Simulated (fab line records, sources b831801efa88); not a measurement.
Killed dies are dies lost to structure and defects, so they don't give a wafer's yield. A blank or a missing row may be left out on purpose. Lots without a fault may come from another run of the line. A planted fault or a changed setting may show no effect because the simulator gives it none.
Problem report in the 8D (eight disciplines) form, filled by code | flow gf180mcu | the parts of the form that need people (team, actions taken, sign-off) are left out

1. THE PROBLEM
exposure_dose_mJ_cm2 at GF_V1_EXPOSE_11 reads a mean of 37.14 on 6 wafers of 2 lots; wafers without a fault read 37.82 with a standard deviation of 0.036. That is -19 standard deviations from the usual mean.
The step: exposes mask Via1, target cd 260 nm.
First seen on wafer L609.1, day 22 05:53, on krf_scanner-02. The record holds 18 wafers of 6 lots with a number at this step. Rule for "out", or "out of limits": more than 4 standard deviations from the usual mean. The other wafers with a number count as sound.

2. WHAT IT IS AND WHAT IT IS NOT
question                    | is                     | is not
which readings at this step | exposure_dose_mJ_cm2   | focus_offset_nm
which lots                  | L609, L610             | L599, L601, L613, L620
which wafers of those lots  | all that have a number | -
read on which tools         | krf_scanner-02         | krf_scanner-01
when                        | from day 22 05:53      | up to then (6 sound wafers); but 6 sound wafers of L613, L620 came after

3. SUSPECTS, AND WHAT RULES EACH OUT
Counting: a tool at a process step up to the reading stays a suspect if it ran every lot that is out and no sound lot after the first of them.
- cmp-02 at GF_V1_CMP_04 (polishes SiO2): ruled out as a lasting fault. Sound lots L620 ran on it after its first lot that is out, L609 (day 21 17:53).
- krf_scanner-02 at GF_V1_EXPOSE_11 (exposes mask Via1, target cd 260 nm): kept. It ran every lot that is out, first L609 (day 22 05:53), and no sound lot after that; its last sound lot up to then is L599 (day 18 08:25). Its own readings are out on those wafers: exposure_dose_mJ_cm2.
Left after counting: krf_scanner-02 at GF_V1_EXPOSE_11.

4. THE CAUSE (what the simulator had put in)
Process parameter drift: krf_scanner-02, from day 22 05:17 on, at GF_V1_EXPOSE_11. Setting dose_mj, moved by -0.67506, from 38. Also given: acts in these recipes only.
Counting left only this tool.

5. THE CHAIN OF EFFECTS, in route order
Each row: a reading whose mean over the struck wafers that have a number lies more than 3 standard deviations from the usual. Only readings for which the record gives a usual standard deviation are gone through. hours: the time from each lot's start at the first step in this table that gives one to its start at this step, as a median over the lots. sigmas: the change in usual standard deviations.
hours | step            | reading              | usual | on struck wafers | change | sigmas
0     | GF_V1_EXPOSE_11 | exposure_dose_mJ_cm2 | 37.82 | 37.14            | -0.68  | -19
The process steps in it:
- GF_V1_EXPOSE_11: exposes mask Via1, target cd 260 nm.
Later measuring or inspecting steps at which every struck wafer that the step has a row for has a number for every such reading, and none has moved that far: GF_V1_CD_MEAS_14, GF_V1_OVL_MEAS_15.

6. WHAT WOULD HAVE CAUGHT IT SOONER
In this record the first reading out of limits was taken at day 22 05:53, 1 hour after the fault began at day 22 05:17.
